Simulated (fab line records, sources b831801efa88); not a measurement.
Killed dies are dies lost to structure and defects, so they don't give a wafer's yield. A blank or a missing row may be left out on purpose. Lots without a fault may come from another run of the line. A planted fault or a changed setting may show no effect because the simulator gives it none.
A struck lot beside a sound one | flow sfq_line | 41 steps out of a route of 325
Sound: wafers L103.1, L103.2, L103.4. Struck: wafers L117.1, L117.3, L117.4. The cause comes at the end.
At each step with rows: each side's tool, then ch and its chambers, then its first start. Under that, the readings that differ: sound wafers | struck wafers | difference of the means | sigmas: that difference in standard deviations of wafers without a fault.
alike: readings whose means differ by less than 2 such deviations, and words and numbers that are the same on both sides. not compared: withheld readings, readings that some wafer has no value for, bounds like >300 that may hide the same value, and numbers for which the record gives no deviation and whose values overlap.
The two part at a step that has a row with sigmas, a row that says differs or no value, or rows on one side only. Numbers that don't overlap but have no deviation are shown without sigmas and don't part them. A reading that every wafer of one side lacks parts them only if that side has two wafers or more.

SFQ_I3_OVL_MEAS_923:
  sound on overlay-02, day 49 05:16; struck on overlay-01, day 54 19:48
  alike: I3_OVL
then, 1 step without rows for these wafers: SFQ_TRILAYER_I3_VIA_BARC_OPEN_VIA_ETCH_121 (etches BARC in O2, target depth 125 nm, time 41.7 s).
SFQ_TRILAYER_I3_VIA_ETCH_VIA_ETCH_088: etches SiO2 in CHF3, stops on Nb, target depth 260 nm.
  sound on rie_diel-04 ch 1,2, day 49 05:21; struck on rie_diel-02 ch 0,2,3, day 54 19:52
  alike: drypump_motor_current_A, oes_product_au
then, 4 steps without rows for these wafers: SFQ_TRILAYER_I3_VIA_STRIP_STRIP_089 (strips in O2); SFQ_TRILAYER_I3_VIA_STRIP_SOLV_CLEAN_090 (cleans in NMP, time 600 s); SFQ_TRILAYER_M4_DEP_PRE_CLEAN_092 (time 22.5 s); SFQ_TRILAYER_M4_DEP_SPUTTER_091 (material Nb, target thk 200 nm, time 133.3 s).
SFQ_M4_RS_MEAS_924: measures by four-point-probe.
  sound on film_metro-02, day 49 06:22; struck on film_metro-01, day 54 20:54
  alike: M4_NB_RS
then, 3 steps without rows for these wafers: SFQ_TRILAYER_M4_LITHO_COAT_098 (resist thk 62 nm); SFQ_TRILAYER_M4_LITHO_COAT_093 (resist thk 600 nm); SFQ_TRILAYER_M4_LITHO_SOFTBAKE_097.
-- the record jumps here: 4 days lie between the struck wafers' starts before and after --
SFQ_TRILAYER_M4_LITHO_EXPOSE_094: exposes mask M4, target cd 500 nm.
  sound on krf_scanner-01 ch 0, day 53 09:46; struck on krf_scanner-01 ch 0, day 59 05:31
  alike: mask, reticle_temp_C
then, 2 steps without rows for these wafers: SFQ_TRILAYER_M4_LITHO_PEB_096 (peb time 60 s); SFQ_TRILAYER_M4_LITHO_DEVELOP_095 (time 60 s).
SFQ_M4_OVL_MEAS_926:
  sound on overlay-01, day 53 11:16; struck on overlay-01, day 59 07:01
  alike: M4_OVL
SFQ_TRILAYER_M4_BARC_OPEN_METAL_ETCH_123: etches BARC in O2, target depth 125 nm, time 41.7 s.
  sound on rie_metal-04 ch 1, day 53 11:19; struck on rie_metal-01 ch 0,1, day 59 07:03
  reading             | sound             | struck          | difference | sigmas
  model.M4.cd_nm (nm) | 499.1 499.3 500.1 | 491 482.4 487.7 | -12        |
  alike: drypump_motor_current_A, oes_product_au
  not compared: rf_hours_counter_h
SFQ_TRILAYER_M4_ETCH_METAL_ETCH_096: etches Nb in Cl2/Ar, stops on SiO2, target depth 240 nm, time 120 s.
  sound on rie_metal-04 ch 1, day 53 11:26; struck on rie_metal-01 ch 0,1, day 59 07:07
  reading             | sound           | struck        | difference | sigmas
  model.M4.cd_nm (nm) | 499.8 499.2 501 | 492 484 488.5 | -12        |
  alike: drypump_motor_current_A, oes_product_au
  not compared: rf_hours_counter_h
then, 4 steps without rows for these wafers: SFQ_TRILAYER_M4_STRIP_STRIP_097 (strips in O2); SFQ_TRILAYER_M4_STRIP_SOLV_CLEAN_098 (cleans in NMP, time 600 s); SFQ_TRILAYER_I4_DEP_PECVD_099 (deposits SiO2 from SiH4/N2O, time 111.11 s, target thk 500 nm); SFQ_TRILAYER_I4_CMP_CMP_100 (polishes SiO2).
SFQ_I4_BOW_MEAS_927:
  sound on film_metro-03, day 54 23:18; struck on film_metro-01, day 59 11:05
  alike: I4_BOW
then, 7 steps without rows for these wafers: SFQ_TRILAYER_I4_METRO_MEASURE_101; SFQ_TRILAYER_I4_VIA_LITHO_COAT_108 (resist thk 62 nm); SFQ_TRILAYER_I4_VIA_LITHO_COAT_103 (resist thk 650 nm); SFQ_TRILAYER_I4_VIA_LITHO_SOFTBAKE_107; SFQ_TRILAYER_I4_VIA_LITHO_EXPOSE_104 (exposes mask I4, target cd 700 nm); SFQ_TRILAYER_I4_VIA_LITHO_PEB_106 (peb time 60 s); SFQ_TRILAYER_I4_VIA_LITHO_DEVELOP_105 (time 60 s).
-- the record jumps here: 5 days lie between the struck wafers' starts before and after --
SFQ_I4_OVL_MEAS_928:
  sound on overlay-02, day 59 10:37; struck on overlay-02, day 64 11:07
  alike: I4_OVL
SFQ_TRILAYER_I4_VIA_BARC_OPEN_VIA_ETCH_146: etches BARC in O2, target depth 125 nm, time 41.7 s.
  sound on rie_diel-03 ch 0,1,3, day 59 10:39; struck on rie_diel-04 ch 0,2,3, day 64 11:09
  alike: drypump_motor_current_A, oes_product_au
  not compared: rf_hours_counter_h
SFQ_TRILAYER_I4_VIA_ETCH_VIA_ETCH_106: etches SiO2 in CHF3, stops on Nb, target depth 260 nm.
  sound on rie_diel-03 ch 0,1,3, day 59 10:41; struck on rie_diel-04 ch 0,2,3, day 64 11:11
  alike: drypump_motor_current_A, oes_product_au
SFQ_TRILAYER_I4_VIA_STRIP_STRIP_107: strips in O2.
  sound on rie_metal-03 ch 0, day 59 10:48; struck on rie_metal-03 ch 1, day 64 11:18
  alike: drypump_motor_current_A, oes_product_au
  not compared: rf_hours_counter_h
then, 2 steps without rows for these wafers: SFQ_TRILAYER_I4_VIA_STRIP_SOLV_CLEAN_108 (cleans in NMP, time 600 s); SFQ_TRILAYER_JJ_TRILAYER_DEP_PRE_CLEAN_113 (time 22.5 s).
SFQ_TRILAYER_JJ_TRILAYER_DEP_SPUTTER_109: material Nb, target thk 150 nm, time 100 s.
  sound on pvd_sputter-03, day 59 12:13; struck on pvd_sputter-06, day 64 13:06
  alike: chamber_pressure_pa, throttle_valve_pct
then, 3 steps without rows for these wafers: SFQ_TRILAYER_JJ_TRILAYER_DEP_SPUTTER_110 (material Al, target thk 8 nm, time 10 s); SFQ_TRILAYER_JJ_TRILAYER_DEP_AL_OXIDATION_111 (oxidation time 600 s); SFQ_TRILAYER_JJ_TRILAYER_DEP_SPUTTER_112 (material Nb, target thk 170 nm, time 113.3 s).
SFQ_JJ_RS_MEAS_929: measures by four-point-probe.
  sound on film_metro-02, day 59 13:23; struck on film_metro-01, day 64 14:17
  alike: JJ_NB_RS
-- the record jumps here: 22 days lie between the struck wafers' starts before and after (it left off in module JJ and takes up again in module M8, whose first step shown is number 325 of the route) --
SFQ_M8_BOW_MEAS_951:
  sound on film_metro-04, day 79 08:44; struck on film_metro-03, day 86 06:13
  alike: M8_BOW
  not compared: model.etest.m4.ohm_um

WHERE THEY PART
Nowhere in this record.

WHY: what the simulator had put in
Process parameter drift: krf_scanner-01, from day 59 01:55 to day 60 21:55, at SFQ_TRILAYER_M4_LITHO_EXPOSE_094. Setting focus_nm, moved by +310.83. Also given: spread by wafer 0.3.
